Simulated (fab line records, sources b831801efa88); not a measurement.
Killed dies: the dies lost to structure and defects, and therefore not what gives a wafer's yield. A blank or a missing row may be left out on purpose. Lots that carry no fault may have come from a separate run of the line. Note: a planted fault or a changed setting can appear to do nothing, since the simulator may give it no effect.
Which tool was responsible? || flow gf180mcu || 13 lots, 39 wafers sampled, at 5 steps of a route of 602

WHAT EACH GAUGE READ, for each wafer
GF_VT_IMPLANT_RS_MEAS_46: measures by four-point-probe. Usual: MVSD_RS typically reads 455.3 ohm/sq, with standard deviation 1.1.
{"lot": "L697", "measured": "day 8 14:37", "on": "filmMetro-04", "MVSD_RS (ohm/sq)": "455.8 456.2 456.4", "flag": ""}
{"lot": "L698", "measured": "day 9 00:06", "on": "filmMetro-04", "MVSD_RS (ohm/sq)": "454.0 453.0 454.3", "flag": ""}
{"lot": "L699", "measured": "day 9 04:01", "on": "filmMetro-04", "MVSD_RS (ohm/sq)": "456.1 456.0 455.7", "flag": ""}
{"lot": "L702", "measured": "day 10 00:40", "on": "filmMetro-03", "MVSD_RS (ohm/sq)": "454.0 454.5 453.2", "flag": ""}
{"lot": "L703", "measured": "day 10 06:12", "on": "filmMetro-03", "MVSD_RS (ohm/sq)": "455.0 455.0 455.3", "flag": ""}
{"lot": "L704", "measured": "day 10 10:23", "on": "filmMetro-03", "MVSD_RS (ohm/sq)": "457.5 455.4 457.0", "flag": ""}
{"lot": "L705", "measured": "day 10 19:55", "on": "filmMetro-03", "MVSD_RS (ohm/sq)": "454.9 453.2 453.4", "flag": ""}
{"lot": "L708", "measured": "day 11 13:02", "on": "filmMetro-02", "MVSD_RS (ohm/sq)": "455.5 456.5 456.4", "flag": ""}
{"lot": "L713", "measured": "day 12 20:11", "on": "filmMetro-02", "MVSD_RS (ohm/sq)": "455.5 456.5 456.3", "flag": ""}
{"lot": "L714", "measured": "day 13 02:07", "on": "filmMetro-02", "MVSD_RS (ohm/sq)": "453.8 454.4 454.2", "flag": ""}
{"lot": "L715", "measured": "day 13 08:14", "on": "filmMetro-03", "MVSD_RS (ohm/sq)": "456.9 457.1 455.6", "flag": ""}
{"lot": "L716", "measured": "day 13 12:59", "on": "filmMetro-04", "MVSD_RS (ohm/sq)": "456.3 455.5 455.7", "flag": ""}
{"lot": "L719", "measured": "day 14 09:22", "on": "filmMetro-03", "MVSD_RS (ohm/sq)": "454.5 455.8 455.2", "flag": ""}

GF_VT_IMPLANT_RS_MEAS_49: measures by four-point-probe. Usual: MVPSD_RS typically reads 1168 ohm/sq, with standard deviation 3.3.
{"lot": "L697", "measured": "day 8 14:59", "on": "filmMetro-04", "MVPSD_RS (ohm/sq)": "1169 1167 1169", "flag": ""}
{"lot": "L698", "measured": "day 9 00:28", "on": "filmMetro-04", "MVPSD_RS (ohm/sq)": "1173 1173 1172", "flag": ""}
{"lot": "L699", "measured": "day 9 04:22", "on": "filmMetro-04", "MVPSD_RS (ohm/sq)": "1176 1173 1172", "flag": ""}
{"lot": "L702", "measured": "day 10 01:02", "on": "filmMetro-03", "MVPSD_RS (ohm/sq)": "1171 1170 1168", "flag": ""}
{"lot": "L703", "measured": "day 10 06:34", "on": "filmMetro-03", "MVPSD_RS (ohm/sq)": "1166 1165 1166", "flag": ""}
{"lot": "L704", "measured": "day 10 10:45", "on": "filmMetro-03", "MVPSD_RS (ohm/sq)": "1168 1168 1162", "flag": ""}
{"lot": "L705", "measured": "day 10 20:16", "on": "filmMetro-03", "MVPSD_RS (ohm/sq)": "1168 1170 1168", "flag": ""}
{"lot": "L708", "measured": "day 11 13:24", "on": "filmMetro-02", "MVPSD_RS (ohm/sq)": "1165 1163 1167", "flag": ""}
{"lot": "L713", "measured": "day 12 20:32", "on": "filmMetro-02", "MVPSD_RS (ohm/sq)": "1169 1170 1171", "flag": ""}
{"lot": "L714", "measured": "day 13 02:28", "on": "filmMetro-02", "MVPSD_RS (ohm/sq)": "1167 1163 1165", "flag": ""}
{"lot": "L715", "measured": "day 13 08:35", "on": "filmMetro-03", "MVPSD_RS (ohm/sq)": "1170 1167 1166", "flag": ""}
{"lot": "L716", "measured": "day 13 13:20", "on": "filmMetro-04", "MVPSD_RS (ohm/sq)": "1168 1169 1166", "flag": ""}
{"lot": "L719", "measured": "day 14 09:44", "on": "filmMetro-03", "MVPSD_RS (ohm/sq)": "1172 1172 1170", "flag": ""}

GF_POLY_GATE_CD_MEAS_10: the cd target is 280 nm. Usual: 280.0 nm for cdNm, sd 1.3.
{"lot": "L697", "measured": "day 10 07:10", "on": "cdSem-01", "cdNm (nm)": "281.3 280.8 281.7", "flag": ""}
{"lot": "L698", "measured": "day 10 19:49", "on": "cdSem-02", "cdNm (nm)": "280.1 279.7 280.0", "flag": ""}
{"lot": "L699", "measured": "day 10 23:10", "on": "cdSem-01", "cdNm (nm)": "279.6 278.6 279.6", "flag": ""}
{"lot": "L702", "measured": "day 11 20:20", "on": "cdSem-02", "cdNm (nm)": "279.7 278.8 278.8", "flag": ""}
{"lot": "L703", "measured": "day 12 04:09", "on": "cdSem-02", "cdNm (nm)": "280.4 279.6 279.3", "flag": ""}
{"lot": "L704", "measured": "day 12 09:38", "on": "cdSem-02", "cdNm (nm)": "279.3 279.5 279.3", "flag": ""}
{"lot": "L705", "measured": "day 12 18:53", "on": "cdSem-02", "cdNm (nm)": "279.5 279.3 279.7", "flag": ""}
{"lot": "L708", "measured": "day 13 11:04", "on": "cdSem-02", "cdNm (nm)": "276.5 277.9 277.4", "flag": ""}
{"lot": "L713", "measured": "day 14 22:11", "on": "cdSem-02", "cdNm (nm)": "280.7 281.1 281.0", "flag": ""}
{"lot": "L714", "measured": "day 15 04:13", "on": "cdSem-01", "cdNm (nm)": "281.5 280.7 253.3", "flag": "OFF"}
{"lot": "L715", "measured": "day 15 10:07", "on": "cdSem-02", "cdNm (nm)": "251.9 253.8 251.9", "flag": "OFF"}
{"lot": "L716", "measured": "day 15 18:05", "on": "cdSem-01", "cdNm (nm)": "280.8 281.1 281.1", "flag": ""}
{"lot": "L719", "measured": "day 16 17:17", "on": "cdSem-01", "cdNm (nm)": "277.7 277.8 277.6", "flag": ""}

WHICH TOOL RAN EACH LOT (tool, then ch and the chambers of the sampled wafers, then the start)
{"lot": "L697", "GF_DUAL_GATE_STRIP_13": "plasmaAsher-03 ch 0,1, day 9 10:26", "GF_POLY_GATE_EXPOSE_07": "krfScanner-01 ch 0, day 9 22:37"}
{"lot": "L698", "GF_DUAL_GATE_STRIP_13": "plasmaAsher-03 ch 0,1, day 9 22:07", "GF_POLY_GATE_EXPOSE_07": "krfScanner-01 ch 0, day 10 10:43"}
{"lot": "L699", "GF_DUAL_GATE_STRIP_13": "plasmaAsher-02 ch 0,1, day 10 01:26", "GF_POLY_GATE_EXPOSE_07": "krfScanner-01 ch 0, day 10 14:25"}
{"lot": "L702", "GF_DUAL_GATE_STRIP_13": "plasmaAsher-03 ch 0,1, day 10 20:58", "GF_POLY_GATE_EXPOSE_07": "krfScanner-02 ch 0, day 11 10:47"}
{"lot": "L703", "GF_DUAL_GATE_STRIP_13": "plasmaAsher-01 ch 0,1, day 11 05:19", "GF_POLY_GATE_EXPOSE_07": "krfScanner-02 ch 0, day 11 19:01"}
{"lot": "L704", "GF_DUAL_GATE_STRIP_13": "plasmaAsher-01 ch 0,1, day 11 11:10", "GF_POLY_GATE_EXPOSE_07": "krfScanner-01 ch 0, day 11 23:52"}
{"lot": "L705", "GF_DUAL_GATE_STRIP_13": "plasmaAsher-01 ch 0,1, day 11 17:35", "GF_POLY_GATE_EXPOSE_07": "krfScanner-01 ch 0, day 12 09:30"}
{"lot": "L708", "GF_DUAL_GATE_STRIP_13": "plasmaAsher-02 ch 0,1, day 12 10:37", "GF_POLY_GATE_EXPOSE_07": "krfScanner-01 ch 0, day 13 00:19"}
{"lot": "L713", "GF_DUAL_GATE_STRIP_13": "plasmaAsher-03 ch 0,1, day 13 19:07", "GF_POLY_GATE_EXPOSE_07": "krfScanner-02 ch 0, day 14 11:37"}
{"lot": "L714", "GF_DUAL_GATE_STRIP_13": "plasmaAsher-03 ch 0,1, day 14 01:38", "GF_POLY_GATE_EXPOSE_07": "krfScanner-02 ch 0, day 14 17:07"}
{"lot": "L715", "GF_DUAL_GATE_STRIP_13": "plasmaAsher-03 ch 0,1, day 14 07:40", "GF_POLY_GATE_EXPOSE_07": "krfScanner-02 ch 0, day 14 23:13"}
{"lot": "L716", "GF_DUAL_GATE_STRIP_13": "plasmaAsher-03 ch 1, day 14 16:29", "GF_POLY_GATE_EXPOSE_07": "krfScanner-01 ch 0, day 15 07:03"}
{"lot": "L719", "GF_DUAL_GATE_STRIP_13": "plasmaAsher-03 ch 0,1, day 15 10:09", "GF_POLY_GATE_EXPOSE_07": "krfScanner-01 ch 0, day 16 05:40"}
- GF_DUAL_GATE_STRIP_13: strips in O2/N2.
- GF_POLY_GATE_EXPOSE_07: exposes mask Poly2, target cd 280 nm.

AS READ BY THE TOOLS THEMSELVES (means over the sampled wafers that have a number; for cases with no such wafer, the mark the record gives instead)
GF_DUAL_GATE_STRIP_13. Usual: drypumpMotorCurrentA 5.45 A, standard deviation 0.19; heaterPowerW 348 W, standard deviation 46; oesProductAu 0.716 a.u., standard deviation 0.0044; stripTimeToEndpointS 12.62 s, standard deviation 0.033.
{"lot": "L697", "tool": "plasmaAsher-03", "drypumpMotorCurrentA (A)": 5.40, "heaterPowerW (W)": 330, "oesProductAu (a.u.)": 0.716, "stripTimeToEndpointS (s)": 12.60, "flag": ""}
{"lot": "L698", "tool": "plasmaAsher-03", "drypumpMotorCurrentA (A)": 5.40, "heaterPowerW (W)": 325, "oesProductAu (a.u.)": 0.718, "stripTimeToEndpointS (s)": 12.60, "flag": ""}
{"lot": "L699", "tool": "plasmaAsher-02", "drypumpMotorCurrentA (A)": 5.37, "heaterPowerW (W)": 315, "oesProductAu (a.u.)": 0.713, "stripTimeToEndpointS (s)": 12.61, "flag": ""}
{"lot": "L702", "tool": "plasmaAsher-03", "drypumpMotorCurrentA (A)": 5.40, "heaterPowerW (W)": 327, "oesProductAu (a.u.)": 0.717, "stripTimeToEndpointS (s)": 12.65, "flag": ""}
{"lot": "L703", "tool": "plasmaAsher-01", "drypumpMotorCurrentA (A)": 5.56, "heaterPowerW (W)": 411, "oesProductAu (a.u.)": 0.717, "stripTimeToEndpointS (s)": 12.63, "flag": ""}
{"lot": "L704", "tool": "plasmaAsher-01", "drypumpMotorCurrentA (A)": 5.63, "heaterPowerW (W)": 437, "oesProductAu (a.u.)": 0.713, "stripTimeToEndpointS (s)": 12.65, "flag": ""}
{"lot": "L705", "tool": "plasmaAsher-01", "drypumpMotorCurrentA (A)": 5.64, "heaterPowerW (W)": 439, "oesProductAu (a.u.)": 0.717, "stripTimeToEndpointS (s)": 12.57, "flag": ""}
{"lot": "L708", "tool": "plasmaAsher-02", "drypumpMotorCurrentA (A)": 5.60, "heaterPowerW (W)": 342, "oesProductAu (a.u.)": 0.713, "stripTimeToEndpointS (s)": 12.64, "flag": ""}
{"lot": "L713", "tool": "plasmaAsher-03", "drypumpMotorCurrentA (A)": 5.39, "heaterPowerW (W)": 326, "oesProductAu (a.u.)": 0.718, "stripTimeToEndpointS (s)": 12.60, "flag": ""}
{"lot": "L714", "tool": "plasmaAsher-03", "drypumpMotorCurrentA (A)": 5.38, "heaterPowerW (W)": 329, "oesProductAu (a.u.)": 0.719, "stripTimeToEndpointS (s)": 12.63, "flag": ""}
{"lot": "L715", "tool": "plasmaAsher-03", "drypumpMotorCurrentA (A)": 5.40, "heaterPowerW (W)": 329, "oesProductAu (a.u.)": 0.718, "stripTimeToEndpointS (s)": 12.61, "flag": ""}
{"lot": "L716", "tool": "plasmaAsher-03", "drypumpMotorCurrentA (A)": 5.41, "heaterPowerW (W)": 336, "oesProductAu (a.u.)": 0.714, "stripTimeToEndpointS (s)": 12.66, "flag": ""}
{"lot": "L719", "tool": "plasmaAsher-03", "drypumpMotorCurrentA (A)": 5.38, "heaterPowerW (W)": 329, "oesProductAu (a.u.)": 0.716, "stripTimeToEndpointS (s)": 12.64, "flag": ""}

GF_POLY_GATE_EXPOSE_07. Usual: reticleTempC 23.02 C, standard deviation 0.11; stageVelMmS 499.96 mm/s, standard deviation 0.26.
{"lot": "L697", "tool": "krfScanner-01", "reticleTempC (C)": 23.11, "stageVelMmS (mm/s)": 500.17, "flag": ""}
{"lot": "L698", "tool": "krfScanner-01", "reticleTempC (C)": 23.05, "stageVelMmS (mm/s)": 499.58, "flag": ""}
{"lot": "L699", "tool": "krfScanner-01", "reticleTempC (C)": 23.01, "stageVelMmS (mm/s)": 500.14, "flag": ""}
{"lot": "L702", "tool": "krfScanner-02", "reticleTempC (C)": 23.06, "stageVelMmS (mm/s)": 499.95, "flag": ""}
{"lot": "L703", "tool": "krfScanner-02", "reticleTempC (C)": 23.03, "stageVelMmS (mm/s)": 499.93, "flag": ""}
{"lot": "L704", "tool": "krfScanner-01", "reticleTempC (C)": 22.98, "stageVelMmS (mm/s)": 499.86, "flag": ""}
{"lot": "L705", "tool": "krfScanner-01", "reticleTempC (C)": 22.88, "stageVelMmS (mm/s)": 500.44, "flag": ""}
{"lot": "L708", "tool": "krfScanner-01", "reticleTempC (C)": 22.91, "stageVelMmS (mm/s)": 500.07, "flag": ""}
{"lot": "L713", "tool": "krfScanner-02", "reticleTempC (C)": 23.05, "stageVelMmS (mm/s)": 499.76, "flag": ""}
{"lot": "L714", "tool": "krfScanner-02", "reticleTempC (C)": 23.04, "stageVelMmS (mm/s)": 499.97, "flag": ""}
{"lot": "L715", "tool": "krfScanner-02", "reticleTempC (C)": 22.97, "stageVelMmS (mm/s)": 499.87, "flag": ""}
{"lot": "L716", "tool": "krfScanner-01", "reticleTempC (C)": 23.12, "stageVelMmS (mm/s)": 499.84, "flag": ""}
{"lot": "L719", "tool": "krfScanner-01", "reticleTempC (C)": 23.01, "stageVelMmS (mm/s)": 500.12, "flag": ""}

THE ANSWER, worked out from the rows above alone
Rule: take the mean of a lot's wafers that have a number; if it is more than 3 standard deviations from the usual mean, the lot is off. Also off: a lot with no number at a reading for which 4 or more lots have one. Where the step has rows for the other lots, those lots are counted as sound. After the gauges, taken in route order, come the tools' own readings; for these a lot's mean is taken, as printed above. The first step at which some lot is off is used, and at that step the reading that is off furthest; a lot without a number counts as furthest.
Off: L714, L715, at GF_POLY_GATE_CD_MEAS_10 (cdNm).
If a tool, at a process step before that reading, ran all the lots that are off and no sound lot after the first of them, it fits. Gauges at GF_POLY_GATE_CD_MEAS_10: tried the same way as those tools. One fits: krfScanner-02 at GF_POLY_GATE_EXPOSE_07. A fault onset in the window from L713 (day 14 11:37, its last sound lot) to L714 (day 14 17:07, its first lot off) fits.

WHAT THE SIMULATOR HAD INSERTED
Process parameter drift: krfScanner-02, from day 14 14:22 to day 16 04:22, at GF_POLY_GATE_EXPOSE_07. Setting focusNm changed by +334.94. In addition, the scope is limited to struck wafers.
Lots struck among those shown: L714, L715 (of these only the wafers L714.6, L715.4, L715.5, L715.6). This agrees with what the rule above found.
